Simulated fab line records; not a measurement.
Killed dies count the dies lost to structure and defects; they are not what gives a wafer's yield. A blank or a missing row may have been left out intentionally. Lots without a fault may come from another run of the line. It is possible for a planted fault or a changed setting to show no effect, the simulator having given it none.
The tool behind it: which one? | flow gf180mcu | 20 wafers from 7 lots sampled at 3 of the route's 602 steps

WHAT THE GAUGES SHOWED, per wafer
GF_HV_LDD_TW_MEAS_11.
lot  | measured     | on           | HV_LDD_TW
L285 | day 10 13:19 | filmMetro-03 | 2390 2381 2367
L289 | day 11 08:59 | filmMetro-01 | 2382 2370 2381
L291 | day 12 10:01 | filmMetro-03 | 2377 2374
L293 | day 12 16:25 | filmMetro-03 | 2380 2403 2376
L296 | day 13 17:34 | filmMetro-01 | 30 30 30
L305 | day 16 10:46 | filmMetro-03 | 2384 2368 2362
L307 | day 17 02:59 | filmMetro-04 | 2445 2450 2457

WHAT TOOL EACH LOT RAN ON (gives the tool, then ch and the chambers of the sampled wafers, and finally the start)
lot  | GF_VT_IMPLANT_STRIP_42              | GF_HV_LDD_IMPLANT_09
L285 | plasmaAsher-04 ch 0,1, day 8 01:23  | implanter-04 ch 0, day 10 13:04
L289 | plasmaAsher-04 ch 0,1, day 8 18:11  | implanter-03 ch 0, day 11 08:47
L291 | plasmaAsher-02 ch 0,1, day 9 17:11  | implanter-04 ch 0, day 12 09:46
L293 | plasmaAsher-02 ch 0,1, day 10 01:38 | implanter-03 ch 0, day 12 16:10
L296 | plasmaAsher-03 ch 0,1, day 10 23:26 | implanter-04, day 13 17:19
L305 | plasmaAsher-02 ch 0,1, day 13 11:44 | implanter-04 ch 0, day 16 10:31
L307 | plasmaAsher-02 ch 0,1, day 14 02:13 | implanter-04 ch 0, day 17 02:46
- GF_VT_IMPLANT_STRIP_42: strips in O2/N2.
- GF_HV_LDD_IMPLANT_09

THE ANSWER, worked out from the rows above alone
Rule: what is usual is taken from the lots themselves. Put in order of their means at a reading, lots are off if they are a third of the lots or fewer, leave a main group of 4 or more, and stand apart from it by a gap of 3 or more times the standard deviation of the main group's means; of several such gaps the widest counts. If all means in a main group match to the digits the tables above print for the reading, that group is not used. Also off: a lot with no number at a reading for which 4 or more lots have one. Any other lot the step has rows for is counted as sound.
Off: L296, at GF_HV_LDD_TW_MEAS_11 (HV_LDD_TW). The main group has a mean of 2390 with a standard deviation of 27.
If a tool, at a process step before that reading, ran all the lots that are off and no sound lot after the first of them, it fits. Gauges at GF_HV_LDD_TW_MEAS_11: tried the same way as those tools. Can't be told from this: 2 tools fit, plasmaAsher-03 at GF_VT_IMPLANT_STRIP_42, filmMetro-01 at GF_HV_LDD_TW_MEAS_11.

WHAT HAD BEEN PUT IN BY THE SIMULATOR
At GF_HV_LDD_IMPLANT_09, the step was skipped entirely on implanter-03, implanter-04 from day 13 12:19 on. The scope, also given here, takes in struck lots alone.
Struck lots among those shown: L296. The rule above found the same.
